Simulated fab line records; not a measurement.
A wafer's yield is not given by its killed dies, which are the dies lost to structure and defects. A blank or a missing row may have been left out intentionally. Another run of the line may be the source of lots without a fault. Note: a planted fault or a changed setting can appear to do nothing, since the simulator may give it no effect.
A struck lot beside a sound one	flow sfqLine	15 steps out of a route of 325
Sound: wafers L803.3, L803.5, L803.6. Struck: wafers L808.1, L808.3, L808.6. The cause comes at the end.
For every step that has rows: the tool of each side, followed by ch and its chambers, followed by its first start. Under that, the readings that differ: sound wafers	struck wafers	difference of the means	sigmas: that difference in standard deviations of wafers without a fault.
alike: same words and numbers on both sides, and readings whose means sit less than 2 such deviations apart. not compared: any withheld reading, any reading some wafer has no value for, any bound like >300 that may hide the same value, and any number with overlapping values for which the record gives no deviation.
A row with sigmas, a row that says differs or no value, or rows on one side alone: a step with any of these is where the two part. Non-overlapping numbers with no deviation appear without sigmas and do not part them. A reading missing from all wafers of one side parts the sides only when that side holds two or more wafers.

first, 1 step without rows for these wafers: SFQ_TRILAYER_M7_STRIP_SOLV_CLEAN_182 (cleans in NMP, time 600 s).
SFQ_TRILAYER_I7_DEP_PECVD_183: deposits SiO2 from SiH4/N2O, time 111.11 s, target thk 500 nm.
  sound on pecvd-04 ch 0,1,2, day 73 04:16; struck on pecvd-03 ch 0,1,2, day 81 12:14
  alike: heaterPowerW, throttleValvePct
SFQ_TRILAYER_I7_CMP_CMP_184: polishes SiO2.
  sound on cmp-02 ch 1,2, day 73 04:57; struck on cmp-02 ch 1,3, day 81 12:18
  alike: motorCurrentA, platenRpm, timeToEndpointS
SFQ_I7_BOW_MEAS_946:
  struck on filmMetro-04, day 81 15:18; sound on filmMetro-04, day 73 07:59
  alike: I7_BOW
SFQ_TRILAYER_I7_METRO_MEASURE_185:
  struck on filmMetro-04, day 81 15:25; sound on filmMetro-04, day 73 08:28
  alike: thkNm
then, 6 steps without rows for these wafers: SFQ_TRILAYER_I7_VIA_LITHO_COAT_192 (resist thk 62 nm); SFQ_TRILAYER_I7_VIA_LITHO_COAT_187 (resist thk 650 nm); SFQ_TRILAYER_I7_VIA_LITHO_SOFTBAKE_191; SFQ_TRILAYER_I7_VIA_LITHO_EXPOSE_188 (exposes mask I7, target cd 1000 nm); SFQ_TRILAYER_I7_VIA_LITHO_PEB_190 (peb time 60 s); SFQ_TRILAYER_I7_VIA_LITHO_DEVELOP_189 (time 60 s).
SFQ_I7_OVL_MEAS_947:
  struck on overlay-02, day 81 19:00; sound on overlay-01, day 78 00:03
  alike: I7_OVL
SFQ_TRILAYER_I7_VIA_BARC_OPEN_VIA_ETCH_260: etches BARC in O2, target depth 125 nm, time 41.7 s.
  sound on rieDiel-01 ch 0,1, day 78 00:05; struck on rieDiel-01 ch 0,1,3, day 81 19:02
reading	sound	struck	difference	sigmas
oesProductAu (a.u.)	0.688 0.678 0.683	0.813 0.816 0.815	+0.132	+27
runLengthS (s)	69.5 70.6 70.1	60.1 61.0 59.8	-9.8	-21
timeS (s)	41.7 41.7 41.7	29.19 29.19 29.19	-12.51	
model.KrF_of_TRILAYER_I7_VIA_LITHO_COAT_187.thkNm (nm)	573.1 570.2 571.7	589.8 590.9 587.9	+17.9	
  alike: biasW, drypumpMotorCurrentA
  not compared: rfHoursCounterH
SFQ_TRILAYER_I7_VIA_ETCH_VIA_ETCH_190: etches SiO2 in CHF3, stops on Nb, target depth 260 nm.
  sound on rieDiel-01 ch 0,1, day 78 00:07; struck on rieDiel-01 ch 0,1,3, day 81 19:05
reading	sound	struck	difference	sigmas
model.KrF_of_TRILAYER_I7_VIA_LITHO_COAT_187.thkNm (nm)	528.4 525.6 527	545.7 546.2 543.4	+18.1	
  alike: biasW, drypumpMotorCurrentA, oesProductAu
SFQ_TRILAYER_I7_VIA_STRIP_STRIP_191: strips in O2.
  sound on rieMetal-03 ch 0,1, day 78 00:26; struck on rieMetal-02 ch 0, day 81 19:11
reading	sound	struck	difference	sigmas
drypumpMotorCurrentA (A)	6.4 6.0 6.4	5.1 5.1 5.1	-1.2	-3
  alike: oesProductAu, platenTempC
  not compared: rfHoursCounterH

## WHERE THEY PART
First at SFQ_TRILAYER_I7_VIA_BARC_OPEN_VIA_ETCH_260; last, within this record, at SFQ_TRILAYER_I7_VIA_STRIP_STRIP_191.

WHY: whatever the simulator had introduced
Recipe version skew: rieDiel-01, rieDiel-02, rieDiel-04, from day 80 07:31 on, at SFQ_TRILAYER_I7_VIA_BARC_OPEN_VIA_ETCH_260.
